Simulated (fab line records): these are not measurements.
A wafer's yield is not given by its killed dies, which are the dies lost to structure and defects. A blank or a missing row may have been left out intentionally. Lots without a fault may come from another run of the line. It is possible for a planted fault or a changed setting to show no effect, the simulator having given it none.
Which tool was responsible? || flow gf180mcu || 12 lots, 35 wafers sampled, at 4 steps of a route of 602

== WHAT THE GAUGES SHOWED, per wafer ==
GF_M1_CD_MEAS_14: the cd target is 230 nm. Usual: cdNm 229.9 nm, standard deviation 1.2.
{"lot": "L137", "measured": "day 17 20:46", "on": "cdSem-02", "cdNm (nm)": "229.1 228.9 228.8", "flag": ""}
{"lot": "L138", "measured": "day 18 12:34", "on": "cdSem-02", "cdNm (nm)": "230.8 230.5 231.2", "flag": ""}
{"lot": "L140", "measured": "day 19 04:55", "on": "cdSem-02", "cdNm (nm)": "228.5 229.0 227.2", "flag": ""}
{"lot": "L141", "measured": "day 19 10:35", "on": "cdSem-01", "cdNm (nm)": "230.1 229.1 230.3", "flag": ""}
{"lot": "L142", "measured": "day 19 19:35", "on": "cdSem-01", "cdNm (nm)": "231.9 232.4 232.1", "flag": ""}
{"lot": "L143", "measured": "day 20 07:02", "on": "cdSem-02", "cdNm (nm)": "230.5 230.7 230.1", "flag": ""}
{"lot": "L146", "measured": "day 21 14:30", "on": "cdSem-01", "cdNm (nm)": "231.5 231.1", "flag": ""}
{"lot": "L148", "measured": "day 22 03:15", "on": "cdSem-01", "cdNm (nm)": "229.2 229.9 229.0", "flag": ""}
{"lot": "L154", "measured": "day 23 23:13", "on": "cdSem-01", "cdNm (nm)": "228.7 229.9 229.1", "flag": ""}
{"lot": "L155", "measured": "day 24 10:49", "on": "cdSem-02", "cdNm (nm)": "230.1 229.8 230.1", "flag": ""}
{"lot": "L157", "measured": "day 24 23:46", "on": "cdSem-01", "cdNm (nm)": "229.3 229.3 230.1", "flag": ""}
{"lot": "L158", "measured": "day 25 03:52", "on": "cdSem-01", "cdNm (nm)": "229.7 230.7 230.3", "flag": ""}

GF_V1_THK_MEAS_03. Usual: V1_CVD_02_THK typically reads 851 nm, with standard deviation 14.
{"lot": "L137", "measured": "day 17 21:49", "on": "filmMetro-03", "V1_CVD_02_THK (nm)": "841 870 864", "flag": ""}
{"lot": "L138", "measured": "day 18 13:38", "on": "filmMetro-03", "V1_CVD_02_THK (nm)": "838 851 855", "flag": ""}
{"lot": "L140", "measured": "day 19 05:58", "on": "filmMetro-02", "V1_CVD_02_THK (nm)": "867 860 875", "flag": ""}
{"lot": "L141", "measured": "day 19 11:37", "on": "filmMetro-03", "V1_CVD_02_THK (nm)": "855 847 869", "flag": ""}
{"lot": "L142", "measured": "day 19 20:35", "on": "filmMetro-02", "V1_CVD_02_THK (nm)": "845 853 865", "flag": ""}
{"lot": "L143", "measured": "day 20 08:02", "on": "filmMetro-03", "V1_CVD_02_THK (nm)": "840 842 874", "flag": ""}
{"lot": "L146", "measured": "day 21 15:52", "on": "filmMetro-04", "V1_CVD_02_THK (nm)": "494 492 494 492", "flag": "OFF"}
{"lot": "L148", "measured": "day 22 04:16", "on": "filmMetro-03", "V1_CVD_02_THK (nm)": "473 851 488 473 851 488", "flag": "OFF"}
{"lot": "L154", "measured": "day 24 00:14", "on": "filmMetro-04", "V1_CVD_02_THK (nm)": "843 843 894", "flag": ""}
{"lot": "L155", "measured": "day 24 11:52", "on": "filmMetro-02", "V1_CVD_02_THK (nm)": "841 836 846", "flag": ""}
{"lot": "L157", "measured": "day 25 00:45", "on": "filmMetro-02", "V1_CVD_02_THK (nm)": "855 841 844", "flag": ""}
{"lot": "L158", "measured": "day 25 04:53", "on": "filmMetro-02", "V1_CVD_02_THK (nm)": "818 821 831", "flag": ""}

== WHAT TOOL EACH LOT RAN ON (gives the tool, then ch and the chambers of the sampled wafers, and finally the start) ==
{"lot": "L137", "GF_M1_SPUTTER_00": "pvdSputter-01, day 16 22:04", "GF_V1_CVD_02": "pecvd-02 ch 0,1,2, day 17 21:44"}
{"lot": "L138", "GF_M1_SPUTTER_00": "pvdSputter-01, day 17 12:10", "GF_V1_CVD_02": "pecvd-02 ch 0,1, day 18 13:35"}
{"lot": "L140", "GF_M1_SPUTTER_00": "pvdSputter-02, day 18 04:46", "GF_V1_CVD_02": "pecvd-02 ch 1,2, day 19 05:53"}
{"lot": "L141", "GF_M1_SPUTTER_00": "pvdSputter-02, day 18 10:08", "GF_V1_CVD_02": "pecvd-01 ch 0,1, day 19 11:32"}
{"lot": "L142", "GF_M1_SPUTTER_00": "pvdSputter-04, day 18 18:53", "GF_V1_CVD_02": "pecvd-01 ch 0,1,2, day 19 20:31"}
{"lot": "L143", "GF_M1_SPUTTER_00": "pvdSputter-04, day 19 06:25", "GF_V1_CVD_02": "pecvd-01 ch 1,2, day 20 07:58"}
{"lot": "L146", "GF_M1_SPUTTER_00": "pvdSputter-01, day 20 14:57", "GF_V1_CVD_02": "pecvd-01 ch 0,1, day 21 15:47"}
{"lot": "L148", "GF_M1_SPUTTER_00": "pvdSputter-04, day 21 03:28", "GF_V1_CVD_02": "pecvd-01 ch 0,1, day 22 04:13"}
{"lot": "L154", "GF_M1_SPUTTER_00": "pvdSputter-04, day 23 01:01", "GF_V1_CVD_02": "pecvd-02 ch 0,1,2, day 24 00:09"}
{"lot": "L155", "GF_M1_SPUTTER_00": "pvdSputter-04, day 23 12:25", "GF_V1_CVD_02": "pecvd-04 ch 0,1,2, day 24 11:47"}
{"lot": "L157", "GF_M1_SPUTTER_00": "pvdSputter-01, day 24 01:36", "GF_V1_CVD_02": "pecvd-04 ch 0,1,2, day 25 00:41"}
{"lot": "L158", "GF_M1_SPUTTER_00": "pvdSputter-02, day 24 06:03", "GF_V1_CVD_02": "pecvd-02 ch 0,1, day 25 04:48"}
- GF_M1_SPUTTER_00: material Ti, target thk 37.5 nm, time 150 s.
- GF_V1_CVD_02: deposits SiO2 from TEOS, target thk 850 nm, time 94.851 s.

== AS READ BY THE TOOLS THEMSELVES (means over the sampled wafers that have a number; for cases with no such wafer, the mark the record gives instead) ==
GF_M1_SPUTTER_00. Usual: throttleValvePct 30.1 %, standard deviation 1.1.
{"lot": "L137", "tool": "pvdSputter-01", "throttleValvePct (%)": 28.3, "flag": ""}
{"lot": "L138", "tool": "pvdSputter-01", "throttleValvePct (%)": 28.8, "flag": ""}
{"lot": "L140", "tool": "pvdSputter-02", "throttleValvePct (%)": 29.6, "flag": ""}
{"lot": "L141", "tool": "pvdSputter-02", "throttleValvePct (%)": 28.4, "flag": ""}
{"lot": "L142", "tool": "pvdSputter-04", "throttleValvePct (%)": 30.8, "flag": ""}
{"lot": "L143", "tool": "pvdSputter-04", "throttleValvePct (%)": 31.1, "flag": ""}
{"lot": "L146", "tool": "pvdSputter-01", "throttleValvePct (%)": 27.8, "flag": ""}
{"lot": "L148", "tool": "pvdSputter-04", "throttleValvePct (%)": 31.1, "flag": ""}
{"lot": "L154", "tool": "pvdSputter-04", "throttleValvePct (%)": 30.9, "flag": ""}
{"lot": "L155", "tool": "pvdSputter-04", "throttleValvePct (%)": 30.7, "flag": ""}
{"lot": "L157", "tool": "pvdSputter-01", "throttleValvePct (%)": 28.8, "flag": ""}
{"lot": "L158", "tool": "pvdSputter-02", "throttleValvePct (%)": 29.8, "flag": ""}

GF_V1_CVD_02. Usual: heaterPowerW 651 W, standard deviation 73.
{"lot": "L137", "tool": "pecvd-02", "heaterPowerW (W)": 723, "flag": ""}
{"lot": "L138", "tool": "pecvd-02", "heaterPowerW (W)": 640, "flag": ""}
{"lot": "L140", "tool": "pecvd-02", "heaterPowerW (W)": 716, "flag": ""}
{"lot": "L141", "tool": "pecvd-01", "heaterPowerW (W)": 595, "flag": ""}
{"lot": "L142", "tool": "pecvd-01", "heaterPowerW (W)": 633, "flag": ""}
{"lot": "L143", "tool": "pecvd-01", "heaterPowerW (W)": 571, "flag": ""}
{"lot": "L146", "tool": "pecvd-01", "heaterPowerW (W)": 572, "flag": ""}
{"lot": "L148", "tool": "pecvd-01", "heaterPowerW (W)": 605, "flag": ""}
{"lot": "L154", "tool": "pecvd-02", "heaterPowerW (W)": 631, "flag": ""}
{"lot": "L155", "tool": "pecvd-04", "heaterPowerW (W)": 670, "flag": ""}
{"lot": "L157", "tool": "pecvd-04", "heaterPowerW (W)": 688, "flag": ""}
{"lot": "L158", "tool": "pecvd-02", "heaterPowerW (W)": 640, "flag": ""}

== THE ANSWER, worked out from the rows above alone ==
Rule: take the mean of a lot's wafers that have a number; if it is more than 3 standard deviations from the usual mean, the lot is off. A lot without any number at a reading at which 4 lots or more have one is off too. The other lots that the step has rows for count as sound. The gauges are gone through in route order, then the tools' own readings, and for those a lot's mean is taken as printed above. The first step at which some lot is off is used, and at that step the reading that is off furthest; a lot without a number counts as furthest.
Off: at GF_V1_THK_MEAS_03 (V1_CVD_02_THK), L146, L148.
If a tool, at a process step before that reading, ran all the lots that are off and no sound lot after the first of them, it fits. Those tools and the gauges at GF_V1_THK_MEAS_03 are tried in the same way. One fits: GF_V1_CVD_02 on pecvd-01. A fault onset in the window from L143 (day 20 07:58, its last sound lot) to L146 (day 21 15:47, its first lot off) fits.

== WHAT THE SIMULATOR HAD PUT IN ==
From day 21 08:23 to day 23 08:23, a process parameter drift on pecvd-01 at GF_V1_CVD_02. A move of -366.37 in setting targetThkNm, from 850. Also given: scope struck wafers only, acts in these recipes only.
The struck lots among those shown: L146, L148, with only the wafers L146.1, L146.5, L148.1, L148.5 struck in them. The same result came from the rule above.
